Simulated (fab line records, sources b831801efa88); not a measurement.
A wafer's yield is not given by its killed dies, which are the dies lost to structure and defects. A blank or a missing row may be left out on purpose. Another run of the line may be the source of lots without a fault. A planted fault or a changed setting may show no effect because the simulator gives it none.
What tool caused it?	flow gf180mcu	Sampling: 12 lots, 36 wafers, 5 of 602 route steps

## WHAT THE GAUGES READ, wafer by wafer
GF_V3_THK_MEAS_25: measures by xrf.
lot	measured	on	V3_W_THK (nm)
L550	day 22 04:31	film-metro-02	349 340 344
L551	day 22 20:28	film-metro-02	338 338 336
L552	day 23 02:58	film-metro-04	340 349 350
L553	day 23 12:45	film-metro-03	342 345 343
L556	day 24 16:24	film-metro-02	339 341 345
L557	day 24 23:12	film-metro-03	343 338 345
L559	day 25 14:56	film-metro-02	336 339 335
L561	day 26 09:18	film-metro-02	350 350 352
L563	day 27 02:20	film-metro-03	345 338 348
L564	day 27 03:32	film-metro-02	337 337 341
L565	day 27 16:22	film-metro-03	339 340 346
L566	day 27 21:13	film-metro-03	341 334 334

GF_V4_THK_MEAS_03.
lot	measured	on	V4_CVD_02_THK (nm)
L550	day 23 05:14	film-metro-04	845 873 868
L551	day 23 21:04	film-metro-01	850 858 864
L552	day 24 03:16	film-metro-04	848 847 858
L553	day 24 13:10	film-metro-02	841 833 844
L556	day 25 15:37	film-metro-04	855 857 860
L557	day 25 22:23	film-metro-01	850 844 856
L559	day 26 12:50	film-metro-02	846 847 872
L561	day 27 07:18	film-metro-04	856 852 849
L563	day 28 00:22	film-metro-04	863 844 868
L564	day 28 01:29	film-metro-01	350 367 375
L565	day 28 13:13	film-metro-01	830 850 384
L566	day 28 18:16	film-metro-02	843 838 868

## TOOL THAT RAN EACH LOT (tool first, then ch and the chambers of the sampled wafers, then the start)
lot	GF_V3_CVD_23	GF_V3_CMP_26	GF_V4_CVD_02
L550	cvd-w-02 ch 0,1, day 22 04:16	cmp-02 ch 1,2,3, day 22 04:34	pecvd-03 ch 1,2, day 23 05:09
L551	cvd-w-01 ch 0,1, day 22 20:14	cmp-01 ch 1,2, day 22 20:31	pecvd-02 ch 0,1,2, day 23 21:01
L552	cvd-w-01 ch 0,1, day 23 02:44	cmp-01 ch 1,2, day 23 03:02	pecvd-03 ch 1,2, day 24 03:11
L553	cvd-w-01 ch 0,1, day 23 12:31	cmp-01 ch 1,2,3, day 23 12:49	pecvd-01 ch 0,1,2, day 24 13:07
L556	cvd-w-01 ch 0,1, day 24 16:10	cmp-02 ch 1,2,3, day 24 16:34	pecvd-03 ch 0,1, day 25 15:32
L557	cvd-w-01 ch 0,1, day 24 22:58	cmp-02 ch 0,1,3, day 24 23:33	pecvd-03 ch 1,2, day 25 22:19
L559	cvd-w-01 ch 0,1, day 25 14:42	cmp-01 ch 0,2,3, day 25 15:05	pecvd-02 ch 0,1, day 26 12:46
L561	cvd-w-02 ch 0,1, day 26 09:04	cmp-01 ch 1,3, day 26 09:22	pecvd-03 ch 0,1, day 27 07:14
L563	cvd-w-02 ch 0,1, day 27 02:07	cmp-02 ch 1,2,3, day 27 02:28	pecvd-01 ch 0,1,2, day 28 00:18
L564	cvd-w-01 ch 0,1, day 27 03:18	cmp-01 ch 0,1, day 27 03:35	pecvd-01 ch 0,1, day 28 01:24
L565	cvd-w-02 ch 0,1, day 27 16:02	cmp-02 ch 0,3, day 27 16:34	pecvd-01 ch 0,1, day 28 13:09
L566	cvd-w-01 ch 0,1, day 27 20:58	cmp-02 ch 0,1, day 27 21:16	pecvd-03 ch 0,1,2, day 28 18:12
- GF_V3_CVD_23: deposits W, target thk 350 nm, time 104.9 s.
- GF_V3_CMP_26: polishes, stops on SiO2, t overpolish 15 s, target thk 0 nm.
- GF_V4_CVD_02: deposits SiO2 from TEOS, target thk 850 nm, time 94.851 s.

## AS READ BY THE TOOLS THEMSELVES (means over the sampled wafers that have a number; for cases with no such wafer, the mark the record gives instead)
GF_V3_CVD_23.
lot	tool	heater-power-w (W)
L550	cvd-w-02	933
L551	cvd-w-01	846
L552	cvd-w-01	887
L553	cvd-w-01	836
L556	cvd-w-01	846
L557	cvd-w-01	882
L559	cvd-w-01	839
L561	cvd-w-02	930
L563	cvd-w-02	940
L564	cvd-w-01	892
L565	cvd-w-02	980
L566	cvd-w-01	838

GF_V3_CMP_26.
lot	tool	head-pressure-psi (psi)	motor-current-A (A)	overpolish-run-s (s)	time-to-endpoint-s (s)
L550	cmp-02	3.490	12.0	15.000	88.3
L551	cmp-01	3.500	11.5	15.008	86.6
L552	cmp-01	3.506	11.4	14.999	86.6
L553	cmp-01	3.502	11.4	14.996	84.4
L556	cmp-02	3.504	12.0	14.999	82.5
L557	cmp-02	3.507	11.5	14.999	84.9
L559	cmp-01	3.499	10.6	15.007	83.3
L561	cmp-01	3.502	11.5	14.994	89.6
L563	cmp-02	3.503	12.1	15.000	80.1
L564	cmp-01	3.496	10.2	14.998	86.5
L565	cmp-02	3.505	9.8	15.010	88.2
L566	cmp-02	3.495	11.6	14.995	83.2

GF_V4_CVD_02.
lot	tool	heater-power-w (W)
L550	pecvd-03	674
L551	pecvd-02	670
L552	pecvd-03	664
L553	pecvd-01	584
L556	pecvd-03	528
L557	pecvd-03	671
L559	pecvd-02	683
L561	pecvd-03	619
L563	pecvd-01	614
L564	pecvd-01	588
L565	pecvd-01	619
L566	pecvd-03	638

## THE ANSWER, worked out from the rows above alone
Rule: what is usual is taken from the lots themselves. Put in order of their means at a reading, lots are off if they are a third of the lots or fewer, leave a main group of 4 or more, and stand apart from it by a gap of 3 or more times the standard deviation of the main group's means; of several such gaps the widest counts. A main group whose means are all the same, to the digits that the tables above print for the reading, isn't used. A lot without any number at a reading at which 4 lots or more have one is off too. The other lots that the step has rows for count as sound. The gauges are gone through in route order, then the tools' own readings, and for those a lot's mean is taken as printed above. The first step at which some lot is off is used, and at that step the reading that is off furthest; a lot without a number counts as furthest.
Off: L564, L565, at GF_V4_THK_MEAS_03 (V4_CVD_02_THK). Mean 853 nm and standard deviation 6 in the main group.
A tool fits if, at a process step before that reading, it ran every lot that is off, and no sound lot after the first of them. The gauges at GF_V4_THK_MEAS_03 aren't tried: what is off there is off at GF_V3_CMP_26 too, on other tools, and a gauge's error can't cause that. One fits: GF_V4_CVD_02 on pecvd-01. A fault onset in the window from L563 (day 28 00:18, its last sound lot) to L564 (day 28 01:24, its first lot off) fits.

## WHAT WAS PUT IN BY THE SIMULATOR
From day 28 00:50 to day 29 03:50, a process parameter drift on pecvd-01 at GF_V4_CVD_02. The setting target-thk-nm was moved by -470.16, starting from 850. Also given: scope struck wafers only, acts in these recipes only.
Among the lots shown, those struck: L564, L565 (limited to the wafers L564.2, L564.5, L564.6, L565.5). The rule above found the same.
